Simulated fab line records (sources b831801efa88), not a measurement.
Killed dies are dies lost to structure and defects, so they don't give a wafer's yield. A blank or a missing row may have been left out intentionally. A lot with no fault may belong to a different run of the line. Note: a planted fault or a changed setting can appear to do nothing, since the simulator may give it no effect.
Which of the tools did it?    flow gf180mcu    Sampling: 13 lots, 39 wafers, 6 of 602 route steps

WHAT THE GAUGES SHOWED, per wafer
GF_STI_CD_MEAS_12 targets a cd of 220 nm.
lot   measured     on         cd-nm (nm)
L201  day 2 09:23  cd-sem-01  218.8 218.2 218.1
L203  day 2 17:49  cd-sem-02  221.4 220.4 220.3
L205  day 3 03:49  cd-sem-01  218.2 218.5 218.4
L206  day 3 10:05  cd-sem-01  219.5 219.4 219.8
L207  day 3 15:43  cd-sem-01  221.0 220.4 219.4
L208  day 3 19:35  cd-sem-01  220.0 219.5 220.0
L209  day 4 02:15  cd-sem-01  220.4 220.1 221.4
L210  day 4 07:20  cd-sem-02  221.5 221.6 221.5
L211  day 4 11:25  cd-sem-01  219.1 219.4 218.6
L213  day 4 21:07  cd-sem-02  219.9 220.3 219.6
L219  day 6 04:23  cd-sem-02  218.8 219.8 220.0
L222  day 6 20:19  cd-sem-02  220.0 220.6 221.0
L223  day 7 01:44  cd-sem-02  219.5 219.6 219.4

GF_LVPWELL_TW_MEAS_11.
lot   measured     on             LVPWELL_TW
L201  day 4 09:46  film-metro-04  557 556 558
L203  day 4 21:07  film-metro-02  553 554 554
L205  day 5 06:19  film-metro-04  553 552 557
L206  day 5 14:22  film-metro-04  553 555 554
L207  day 5 19:26  film-metro-04  551 553 555
L208  day 6 01:23  film-metro-03  564 563 562
L209  day 6 07:34  film-metro-02  593 593 592
L210  day 6 13:44  film-metro-03  596 596 595
L211  day 6 16:52  film-metro-02  557 561 559
L213  day 7 04:41  film-metro-03  595 590 591
L219  day 8 15:11  film-metro-04  553 551 558
L222  day 9 10:34  film-metro-03  561 560 562
L223  day 9 14:41  film-metro-04  554 553 558

GF_VT_IMPLANT_RS_MEAS_48: measures by four-point-probe.
lot   measured      on             LVPWELL_RS (ohm/sq)
L201  day 8 17:54   film-metro-04  1194.9 1196.0 1194.2
L203  day 9 07:19   film-metro-03  1193.7 1192.6 1195.0
L205  day 9 19:30   film-metro-04  1195.7 1194.6 1193.0
L206  day 10 03:55  film-metro-03  1196.1 1192.4 1193.2
L207  day 10 10:52  film-metro-04  1193.9 1192.8 1193.9
L208  day 10 18:31  film-metro-04  1201.1 1204.0 1201.3
L209  day 11 01:50  film-metro-03  1072.4 1070.4 1069.3
L210  day 11 10:15  film-metro-03  1069.5 1068.4 1068.7
L211  day 11 15:20  film-metro-02  1199.9 1193.4 1195.6
L213  day 12 03:54  film-metro-03  1069.5 1069.8 1069.3
L219  day 13 18:20  film-metro-02  1197.7 1197.7 1198.3
L222  day 14 16:23  film-metro-02  1193.9 1198.0 1195.5
L223  day 14 22:23  film-metro-04  1194.4 1196.8 1198.8

GF_SAB_CD_MEAS_09 targets a cd of 420 nm.
lot   measured      on         cd-nm (nm)
L201  day 17 10:13  cd-sem-01  418.7 421.3 420.0
L203  day 18 02:40  cd-sem-01  417.2 418.5 419.8
L205  day 18 18:22  cd-sem-02  418.3 418.8 419.5
L206  day 19 00:23  cd-sem-01  421.1 421.3 420.6
L207  day 19 06:28  cd-sem-01  423.2 422.7 423.1
L208  day 19 21:59  cd-sem-01  421.6 418.3 419.7
L209  day 20 04:20  cd-sem-02  425.3 423.3 423.3
L210  day 20 15:34  cd-sem-01  414.7 419.6 418.8
L211  day 20 20:35  cd-sem-02  423.3 422.8 423.3
L213  day 21 11:38  cd-sem-01  418.8 416.5 417.3
L219  day 23 07:13  cd-sem-01  420.9 419.9 420.9
L222  day 24 08:52  cd-sem-01  418.0 418.1 415.7
L223  day 24 14:10  cd-sem-02  425.2 422.6 422.2

GF_SAB_OVL_MEAS_10.
lot   measured      on          SAB_OVL (nm)
L201  day 17 10:18  overlay-01  1.7 -1.5 0.5
L203  day 18 02:47  overlay-02  -0.6 -1.5 -1.5
L205  day 18 18:29  overlay-01  -1.3 -0.2 -0.2
L206  day 19 00:29  overlay-02  0.3 -0.1 1.8
L207  day 19 06:35  overlay-01  -1.1 -0.2 -0.2
L208  day 19 22:05  overlay-01  0.2 -2.1 -1.2
L209  day 20 04:28  overlay-02  0.7 -0.9 0.9
L210  day 20 15:40  overlay-01  0.3 0.6 0.8
L211  day 20 20:43  overlay-02  -1.6 -1.2 -0.7
L213  day 21 11:44  overlay-01  -0.8 1.5 -0.8
L219  day 23 07:20  overlay-01  1.1 -0.5 0.6
L222  day 24 08:59  overlay-02  0.5 2.3 -0.6
L223  day 24 14:15  overlay-02  -0.6 0.1 0.9

WHAT TOOL EACH LOT RAN ON (gives the tool, then ch and the chambers of the sampled wafers, and finally the start)
lot   GF_LVPWELL_IMPLANT_08
L201  implanter-03 ch 0, day 4 09:24
L203  implanter-02 ch 0, day 4 20:43
L205  implanter-03 ch 0, day 5 05:55
L206  implanter-03 ch 0, day 5 13:59
L207  implanter-03 ch 0, day 5 19:02
L208  implanter-03 ch 0, day 6 01:01
L209  implanter-03 ch 0, day 6 07:10
L210  implanter-03 ch 0, day 6 13:22
L211  implanter-02 ch 0, day 6 16:28
L213  implanter-03 ch 0, day 7 04:18
L219  implanter-01 ch 0, day 8 14:47
L222  implanter-01 ch 0, day 9 10:10
L223  implanter-02 ch 0, day 9 14:19
- GF_LVPWELL_IMPLANT_08

AS READ BY THE TOOLS THEMSELVES (means over the sampled wafers that have a number; for cases with no such wafer, the mark the record gives instead)
GF_LVPWELL_IMPLANT_08.
lot   tool          beam-on-s (s)  faraday-current-uA
L201  implanter-03  10.08          84.2
L203  implanter-02  10.07          83.9
L205  implanter-03  9.82           86.0
L206  implanter-03  10.01          84.5
L207  implanter-03  10.02          84.3
L208  implanter-03  10.24          82.8
L209  implanter-03  12.42          68.2
L210  implanter-03  12.66          66.9
L211  implanter-02  9.90           85.3
L213  implanter-03  12.39          68.3
L219  implanter-01  10.09          83.9
L222  implanter-01  9.85           85.5
L223  implanter-02  9.81           86.2

THE ANSWER, worked out from the rows above alone
Rule: the usual values come from the lots themselves. The widest of any qualifying gaps counts: lots, ordered by their means at a reading, are off when they make up no more than a third of the lots, leave a main group of 4 or more, and stand apart from it by 3 or more times the standard deviation of that group's means. A main group whose means are all the same, to the digits that the tables above print for the reading, isn't used. A lot without any number at a reading at which 4 lots or more have one is off too. All remaining lots with rows at the step are treated as sound. The gauges are gone through in route order, then the tools' own readings, and for those a lot's mean is taken as printed above. At the first step where some lot is off, the reading lying furthest off is the one used; lots without a number count as furthest.
Off: at GF_LVPWELL_TW_MEAS_11 (LVPWELL_TW), L209, L210, L213. For the main group the mean is 556 and the standard deviation 3.3.
If a tool, at a process step before that reading, ran all the lots that are off and no sound lot after the first of them, it fits. The gauges at GF_LVPWELL_TW_MEAS_11 aren't tried: what is off there is off at GF_LVPWELL_IMPLANT_08 too, on other tools, and a gauge's error can't cause that. One fits: GF_LVPWELL_IMPLANT_08 on implanter-03. A fault onset in the window from L208 (day 6 01:01, its last sound lot) to L209 (day 6 07:10, its first lot off) fits.
The tool's own readings at GF_LVPWELL_IMPLANT_08 bear it out: on the lots that are off they differ by more than 5 times the standard deviation of the sound lots' means. beam-on-s reads 12.49 s there against 9.99 s on the sound lots; faraday-current-uA reads 67.8 there against 84.7 on the sound lots.

WHAT THE SIMULATOR HAD PUT IN
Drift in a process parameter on implanter-03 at GF_LVPWELL_IMPLANT_08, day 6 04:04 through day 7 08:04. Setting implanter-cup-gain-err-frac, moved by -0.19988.
Lots struck among those shown: L209, L210, L213. The rule above reached the same finding.
